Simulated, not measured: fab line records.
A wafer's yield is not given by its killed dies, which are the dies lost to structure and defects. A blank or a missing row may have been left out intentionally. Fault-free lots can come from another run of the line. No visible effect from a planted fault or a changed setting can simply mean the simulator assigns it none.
Which tool was responsible?	flow sky130	12 lots with 36 wafers sampled at 4 steps, on a route of 708 steps

## WHAT EACH GAUGE READ, for each wafer
SKY_SD_N_RS_MEAS_18: measurement is done with a four-point probe. Usual: RES_XHIGH_RS gives 332.9 ohm/sq (standard deviation 1.3).
lot	measured	on	RES_XHIGH_RS (ohm/sq)	flag
L449	day 29 08:43	filmMetro-02	332.5 332.3 334.3	
L452	day 29 23:24	filmMetro-02	332.7 334.2 332.7	
L451	day 30 02:20	filmMetro-01	333.2 333.3 334.0	
L454	day 30 20:04	filmMetro-03	332.2 332.5 331.4	
L455	day 31 05:09	filmMetro-02	334.2 333.5 333.2	
L462	day 33 16:30	filmMetro-02	331.8 331.9 330.8	
L463	day 33 23:13	filmMetro-01	333.4 333.1 333.8	
L466	day 34 12:05	filmMetro-01	333.5 335.0 335.2	
L467	day 34 23:16	filmMetro-02	334.2 334.4 334.0	
L468	day 35 03:58	filmMetro-02	332.9 333.1 333.5	
L470	day 35 23:18	filmMetro-03	330.9 330.6 330.6	
L472	day 36 03:39	filmMetro-03	334.0 333.5 332.8	

SKY_CONTACT_BOW_MEAS_05. Usual: CONTACT_BOW gives 82 um (standard deviation 6.7).
lot	measured	on	CONTACT_BOW (um)	flag
L449	day 31 21:28	filmMetro-03	86 87 85	
L452	day 32 11:22	filmMetro-02	85 80 78	
L451	day 32 16:46	filmMetro-02	62 80 74	
L454	day 33 06:53	filmMetro-03	93 83 94 - - -	
L455	day 33 17:15	filmMetro-03	85 83 93 - - -	
L462	day 36 01:57	filmMetro-04	97 75 90	
L463	day 36 08:52	filmMetro-03	88 94 77	
L466	day 36 21:22	filmMetro-03	94 85 82	
L467	day 37 08:00	filmMetro-02	82 83 72	
L468	day 37 12:55	filmMetro-02	81 80 78	
L470	day 38 08:04	filmMetro-03	86 75 86	
L472	day 38 11:58	filmMetro-04	75 90 87	

## EACH LOT AND THE TOOL THAT RAN IT (in order: tool; ch and the chambers of the sampled wafers; start)
lot	SKY_LI_CONTACT_SPUTTER_20	SKY_CONTACT_CMP_04
L449	pvdSputter-04, day 30 14:50	cmp-01 ch 1,2,3, day 31 21:09
L452	pvdSputter-01, day 31 04:50	cmp-02 ch 0,1,3, day 32 11:07
L451	pvdSputter-01, day 31 08:17	cmp-02 ch 0,1, day 32 16:25
L454	pvdSputter-02, day 32 01:05	cmp-02 ch 0,3, day 33 06:38
L455	pvdSputter-01, day 32 10:50	cmp-02 ch 1,2, day 33 16:55
L462	pvdSputter-01, day 34 20:59	cmp-01 ch 0,2,3, day 36 01:45
L463	pvdSputter-01, day 35 03:44	cmp-02 ch 1,2,3, day 36 08:34
L466	pvdSputter-04, day 35 16:11	cmp-02 ch 0,1, day 36 21:06
L467	pvdSputter-04, day 36 03:47	cmp-02 ch 0,2, day 37 07:42
L468	pvdSputter-04, day 36 07:30	cmp-02 ch 2,3, day 37 12:40
L470	pvdSputter-04, day 37 03:32	cmp-01 ch 0,1,2, day 38 07:46
L472	pvdSputter-02, day 37 07:06	cmp-02 ch 0,1,3, day 38 11:40
- SKY_LI_CONTACT_SPUTTER_20: material TiN, target thk 20 nm, time 80 s.
- SKY_CONTACT_CMP_04: polishes SiO2.

## AS READ BY THE TOOLS THEMSELVES (means over the sampled wafers that have a number; for cases with no such wafer, the mark the record gives instead)
SKY_LI_CONTACT_SPUTTER_20. Usual: 30.0 % for throttleValvePct, sd 0.96.
lot	tool	throttleValvePct (%)	flag
L449	pvdSputter-04	30.2	
L452	pvdSputter-01	30.0	
L451	pvdSputter-01	30.5	
L454	pvdSputter-02	30.4	
L455	pvdSputter-01	29.7	
L462	pvdSputter-01	30.3	
L463	pvdSputter-01	30.4	
L466	pvdSputter-04	30.5	
L467	pvdSputter-04	30.5	
L468	pvdSputter-04	30.4	
L470	pvdSputter-04	30.0	
L472	pvdSputter-02	29.6	

SKY_CONTACT_CMP_04. Usual: headPressurePsi 4.001 psi, standard deviation 0.0088; motorCurrentA 11.5 A, standard deviation 0.72; slurryFlowMlMin 150.0, standard deviation 0.46; timeToEndpointS 84 s, standard deviation 3.8.
lot	tool	headPressurePsi (psi)	motorCurrentA (A)	slurryFlowMlMin	timeToEndpointS (s)	flag
L449	cmp-01	4.000	11.9	150.2	86	
L452	cmp-02	3.998	11.3	149.6	83	
L451	cmp-02	4.007	10.9	149.6	81	
L454	cmp-02	1.745	7.0	149.9	108	OFF
L455	cmp-02	1.746	6.8	149.8	109	OFF
L462	cmp-01	3.996	11.8	149.7	83	
L463	cmp-02	3.994	10.9	150.3	86	
L466	cmp-02	4.001	10.9	150.2	81	
L467	cmp-02	4.010	10.8	150.5	81	
L468	cmp-02	4.003	11.2	150.4	79	
L470	cmp-01	3.997	11.6	149.8	85	
L472	cmp-02	4.008	11.2	149.9	83	

## THE ANSWER, worked out from the rows above alone
Rule: a lot counts as off when the mean over its wafers that have a number is more than 3 standard deviations away from the usual mean. Also off: a lot with no number at a reading for which 4 or more lots have one. Any other lot the step has rows for is counted as sound. Order of review: gauges by route order, followed by the tools' own readings, for which a lot's mean as printed above is used. At the first step where some lot is off, the reading lying furthest off is the one used; lots without a number count as furthest.
Off, at SKY_CONTACT_CMP_04 on headPressurePsi: L454, L455.
If a tool, at that step or one of the process steps before it, ran each lot that is off and ran no sound lot following the first of them, it fits. Of those tried, none fits.

## WHAT THE SIMULATOR PUT IN
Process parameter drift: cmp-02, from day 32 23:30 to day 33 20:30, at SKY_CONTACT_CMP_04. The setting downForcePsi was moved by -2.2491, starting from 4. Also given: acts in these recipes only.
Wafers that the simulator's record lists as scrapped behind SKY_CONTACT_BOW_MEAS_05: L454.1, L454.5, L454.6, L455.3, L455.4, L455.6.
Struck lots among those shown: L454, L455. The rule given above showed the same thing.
